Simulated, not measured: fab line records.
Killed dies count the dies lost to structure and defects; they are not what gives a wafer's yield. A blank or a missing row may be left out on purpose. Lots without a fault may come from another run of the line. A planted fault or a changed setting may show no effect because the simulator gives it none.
Matching of chambers / flow sky130 / cmp-02 running SKY_CONTACT_CMP_27: 4 sister chambers
The step polishes, stops on SiO2, t overpolish 15 s, target thk 0 nm. 8 wafers are shown with their chamber, then 8 later ones without.

## EACH WAFER AND ITS CHAMBER
wafer=L109.6; chamber=3; motor_current_A (A)=10.2; overpolish_run_s (s)=14.982
wafer=L115.5; chamber=2; motor_current_A (A)=13.2; overpolish_run_s (s)=15.010
wafer=L116.5; chamber=1; motor_current_A (A)=9.5; overpolish_run_s (s)=14.988
wafer=L116.6; chamber=2; motor_current_A (A)=12.9; overpolish_run_s (s)=14.993
wafer=L118.1; chamber=0; motor_current_A (A)=12.1; overpolish_run_s (s)=14.996
wafer=L118.4; chamber=1; motor_current_A (A)=9.5; overpolish_run_s (s)=15.001
wafer=L118.6; chamber=3; motor_current_A (A)=10.1; overpolish_run_s (s)=14.988
wafer=L119.2; chamber=0; motor_current_A (A)=11.3; overpolish_run_s (s)=14.990

## WAFERS WITHOUT THEIR CHAMBER
wafer=L119.5; motor_current_A (A)=12.0; overpolish_run_s (s)=14.999
wafer=L119.6; motor_current_A (A)=9.5; overpolish_run_s (s)=14.999
wafer=L120.1; motor_current_A (A)=9.7; overpolish_run_s (s)=14.998
wafer=L120.3; motor_current_A (A)=13.5; overpolish_run_s (s)=14.983
wafer=L120.6; motor_current_A (A)=10.0; overpolish_run_s (s)=15.008
wafer=L126.4; motor_current_A (A)=9.9; overpolish_run_s (s)=14.986
wafer=L126.6; motor_current_A (A)=10.2; overpolish_run_s (s)=14.987
wafer=L127.3; motor_current_A (A)=10.2; overpolish_run_s (s)=14.996

## EACH ONE'S CHAMBER
wafer=L119.5; from the rows above=0; in truth=0
wafer=L119.6; from the rows above=1; in truth=1
wafer=L120.1; from the rows above=can't be placed: 1 or 3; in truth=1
wafer=L120.3; from the rows above=2; in truth=2
wafer=L120.6; from the rows above=can't be placed: 1 or 3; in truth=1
wafer=L126.4; from the rows above=can't be placed: 3 or 1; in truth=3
wafer=L126.6; from the rows above=3; in truth=3
wafer=L127.3; from the rows above=can't be placed: 3 or 1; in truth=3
4 of 8 placed correctly. Unplaceable from these rows: 4, with the true chamber sitting among the candidates in 4. Number placed wrongly: 0.
How it was worked out, from the rows above alone: a wafer's distance from a chamber is the root of the sum, over the readings, of the square of ((its reading less the chamber's mean) divided by the reading's scatter). If the next closest chamber is less than 2 further off than the closest, the wafer can't be placed; otherwise it belongs to the closest. A chamber's mean is the mean of its shown wafers. The scatter: the root of (the sum of the squares of (reading less its chamber's mean) over the shown wafers, divided by (wafers less chambers)).
